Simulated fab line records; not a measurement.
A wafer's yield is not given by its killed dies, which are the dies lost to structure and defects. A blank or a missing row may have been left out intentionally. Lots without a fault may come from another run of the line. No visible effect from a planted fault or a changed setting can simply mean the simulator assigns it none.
What tool caused it?    flow sky130    Sampling: 12 lots, 36 wafers, 5 of 708 route steps

## WHAT EACH GAUGE READ, for each wafer
SKY_VT_ADJUST_HVTP_OVL_MEAS_08. Usual: VT_ADJUST_HVTP_OVL gives 0.1 nm (standard deviation 1.2).
lot   measured      on          VT_ADJUST_HVTP_OVL (nm)  flag
L812  day 5 18:18   overlay-02  1.0 -0.2 -1.6            
L813  day 6 01:42   overlay-02  -1.8 -0.4 -0.8           
L816  day 7 01:16   overlay-01  -0.9 1.6 1.2             
L817  day 7 06:40   overlay-01  233.6 232.5 234.5        OFF
L818  day 7 16:33   overlay-01  233.9 234.3 233.4        OFF
L820  day 8 01:25   overlay-02  234.3 233.9 233.4        OFF
L821  day 8 20:53   overlay-01  234.1 233.9 233.3        OFF
L824  day 9 11:43   overlay-01  -0.5 -0.8 -1.9           
L827  day 9 23:09   overlay-02  -0.1 -0.4 1.1            
L831  day 11 02:39  overlay-01  1.5 0.1 1.5              
L833  day 11 17:13  overlay-01  1.1 -0.3 0.4             
L834  day 12 00:12  overlay-02  0.5 -0.5 -0.3            

SKY_VT_ADJUST_NCORE_OVL_MEAS_08. Usual: VT_ADJUST_NCORE_OVL gives 0.2 nm (standard deviation 1.6).
lot   measured      on          VT_ADJUST_NCORE_OVL (nm)  flag
L812  day 8 06:21   overlay-02  2.1 2.4 1.8               
L813  day 8 14:54   overlay-02  1.3 0.7 1.9               
L816  day 9 15:49   overlay-01  2.1 1.0 4.2               
L817  day 10 00:39  overlay-01  -1.5 -1.0 -0.7            
L818  day 10 13:19  overlay-01  0.4 0.7 0.0               
L820  day 10 20:15  overlay-01  0.4 0.3 -0.4              
L821  day 11 19:26  overlay-02  -1.6 -1.0 -0.6            
L824  day 12 10:34  overlay-02  -2.0 -2.3 -2.9            
L827  day 12 22:42  overlay-02  -1.5 0.0 -1.7             
L831  day 14 06:25  overlay-01  2.0 1.3 1.4               
L833  day 14 22:43  overlay-01  0.7 0.2 0.7               
L834  day 15 06:30  overlay-02  -4.2 -3.1 -2.6            

## WHICH TOOL RAN EACH LOT (tool, then ch and the chambers of the sampled wafers, then the start)
lot   SKY_FIELD_ISO_ETCH_17            SKY_VT_ADJUST_HVTP_EXPOSE_04         SKY_VT_ADJUST_HVTP_STRIP_10
L812  rie_si-02 ch 1,2, day 2 04:08    iline_stepper-02 ch 0, day 5 09:08   plasma_asher-03 ch 0,1, day 5 18:29
L813  rie_si-01 ch 1,2,3, day 2 09:23  iline_stepper-01 ch 0, day 5 16:48   plasma_asher-03 ch 0, day 6 01:53
L816  rie_si-02 ch 1,2, day 3 03:08    iline_stepper-02 ch 0, day 6 16:11   plasma_asher-02 ch 0,1, day 7 01:28
L817  rie_si-01 ch 1,2, day 3 07:17    iline_stepper-02 ch 0, day 6 20:47   plasma_asher-04 ch 0,1, day 7 06:51
L818  rie_si-02 ch 1,3, day 3 12:05    iline_stepper-02 ch 0, day 7 06:34   plasma_asher-04 ch 0,1, day 7 16:46
L820  rie_si-02 ch 0,1,3, day 3 20:32  iline_stepper-02 ch 0, day 7 14:45   plasma_asher-04 ch 1, day 8 01:36
L821  rie_si-01 ch 0,2, day 4 15:30    iline_stepper-02 ch 0, day 8 10:56   plasma_asher-02 ch 0,1, day 8 21:05
L824  rie_si-02 ch 2,3, day 4 20:20    iline_stepper-01 ch 0, day 8 23:41   plasma_asher-02 ch 0,1, day 9 11:53
L827  rie_si-01 ch 1,2,3, day 5 08:50  iline_stepper-01 ch 0, day 9 12:08   plasma_asher-02 ch 0,1, day 9 23:20
L831  rie_si-01 ch 0,1,2, day 6 07:44  iline_stepper-01 ch 0, day 10 15:39  plasma_asher-04 ch 0,1, day 11 02:50
L833  rie_si-01 ch 0,2,3, day 6 20:05  iline_stepper-01 ch 0, day 11 05:03  plasma_asher-02 ch 0,1, day 11 17:23
L834  rie_si-02 ch 1,2,3, day 6 23:39  iline_stepper-01 ch 0, day 11 12:40  plasma_asher-04 ch 0,1, day 12 00:23
- SKY_FIELD_ISO_ETCH_17: etches Si in HBr/Cl2/O2, target depth 342 nm, time 97.7 s.
- SKY_VT_ADJUST_HVTP_EXPOSE_04: exposes mask HVTPM, target cd 380 nm.
- SKY_VT_ADJUST_HVTP_STRIP_10: strips in O2/N2.

## WHAT THE TOOLS THEMSELVES READ (means of the sampled wafers that have a number; where no wafer has one, the mark that the record gives instead)
SKY_FIELD_ISO_ETCH_17. Usual: O2_flow_sccm 6.003 sccm, standard deviation 0.017; drypump_motor_current_A 5.7 A, standard deviation 0.47; oes_product_au 1.006 a.u., standard deviation 0.016; throttle_valve_pct 25.653 %, standard deviation 0.013.
lot   tool       O2_flow_sccm (sccm)  drypump_motor_current_A (A)  oes_product_au (a.u.)  throttle_valve_pct (%)  flag
L812  rie_si-02  5.999                6.0                          0.985                  25.659                  
L813  rie_si-01  6.015                5.9                          1.016                  25.647                  
L816  rie_si-02  5.987                5.9                          0.980                  25.660                  
L817  rie_si-01  5.990                6.0                          1.017                  25.641                  
L818  rie_si-02  5.991                5.8                          0.977                  25.670                  
L820  rie_si-02  6.019                5.6                          0.989                  25.660                  
L821  rie_si-01  6.028                5.9                          1.021                  25.649                  
L824  rie_si-02  5.999                5.1                          0.994                  25.666                  
L827  rie_si-01  6.007                5.9                          1.015                  25.647                  
L831  rie_si-01  5.994                6.0                          1.008                  25.664                  
L833  rie_si-01  6.008                5.8                          1.015                  25.648                  
L834  rie_si-02  5.989                5.5                          1.003                  25.657                  

SKY_VT_ADJUST_HVTP_EXPOSE_04. Usual: focus_offset_nm 0.0 nm, standard deviation 0.51.
lot   tool              focus_offset_nm (nm)  flag
L812  iline_stepper-02  -0.3                  
L813  iline_stepper-01  0.2                   
L816  iline_stepper-02  -0.3                  
L817  iline_stepper-02  0.2                   
L818  iline_stepper-02  0.5                   
L820  iline_stepper-02  0.1                   
L821  iline_stepper-02  -0.2                  
L824  iline_stepper-01  0.2                   
L827  iline_stepper-01  -0.6                  
L831  iline_stepper-01  -0.5                  
L833  iline_stepper-01  0.1                   
L834  iline_stepper-01  -0.6                  

SKY_VT_ADJUST_HVTP_STRIP_10. Usual: drypump_motor_current_A 5.9 A, standard deviation 0.54; oes_product_au 0.715 a.u., standard deviation 0.0042; strip_time_to_endpoint_s 14.17 s, standard deviation 0.044.
lot   tool             drypump_motor_current_A (A)  oes_product_au (a.u.)  strip_time_to_endpoint_s (s)  flag
L812  plasma_asher-03  5.5                          0.716                  14.14                         
L813  plasma_asher-03  5.8                          0.716                  14.18                         
L816  plasma_asher-02  6.2                          0.714                  14.22                         
L817  plasma_asher-04  5.8                          0.718                  14.12                         
L818  plasma_asher-04  6.3                          0.715                  14.23                         
L820  plasma_asher-04  5.3                          0.712                  14.16                         
L821  plasma_asher-02  6.0                          0.717                  14.20                         
L824  plasma_asher-02  6.2                          0.716                  14.07                         
L827  plasma_asher-02  6.0                          0.714                  14.19                         
L831  plasma_asher-04  6.3                          0.712                  14.18                         
L833  plasma_asher-02  6.2                          0.716                  14.26                         
L834  plasma_asher-04  5.8                          0.716                  14.14                         

## THE ANSWER, worked out from the rows above alone
Rule: lot off if the mean of its wafers having a number is beyond 3 standard deviations from the usual mean. A lot without any number at a reading at which 4 lots or more have one is off too. The other lots that the step has rows for count as sound. Order of review: gauges by route order, followed by the tools' own readings, for which a lot's mean as printed above is used. The first step at which some lot is off is used, and at that step the reading that is off furthest; a lot without a number counts as furthest.
Off: L817, L818, L820, L821, at SKY_VT_ADJUST_HVTP_OVL_MEAS_08 (VT_ADJUST_HVTP_OVL).
A tool fits if, at a process step before that reading, it ran every lot that is off, and no sound lot after the first of them. Those tools and the gauges at SKY_VT_ADJUST_HVTP_OVL_MEAS_08 are tried in the same way. One fits: iline_stepper-02 at SKY_VT_ADJUST_HVTP_EXPOSE_04. A fault onset in the window from L816 (day 6 16:11, its last sound lot) to L817 (day 6 20:47, its first lot off) fits.

## WHAT THE SIMULATOR HAD INSERTED
Scanner matching overlay: iline_stepper-02, from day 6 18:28 on, at SKY_VT_ADJUST_HVTP_EXPOSE_04. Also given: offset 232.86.
Struck lots among those shown: L817, L818, L820, L821. The rule given above showed the same thing.
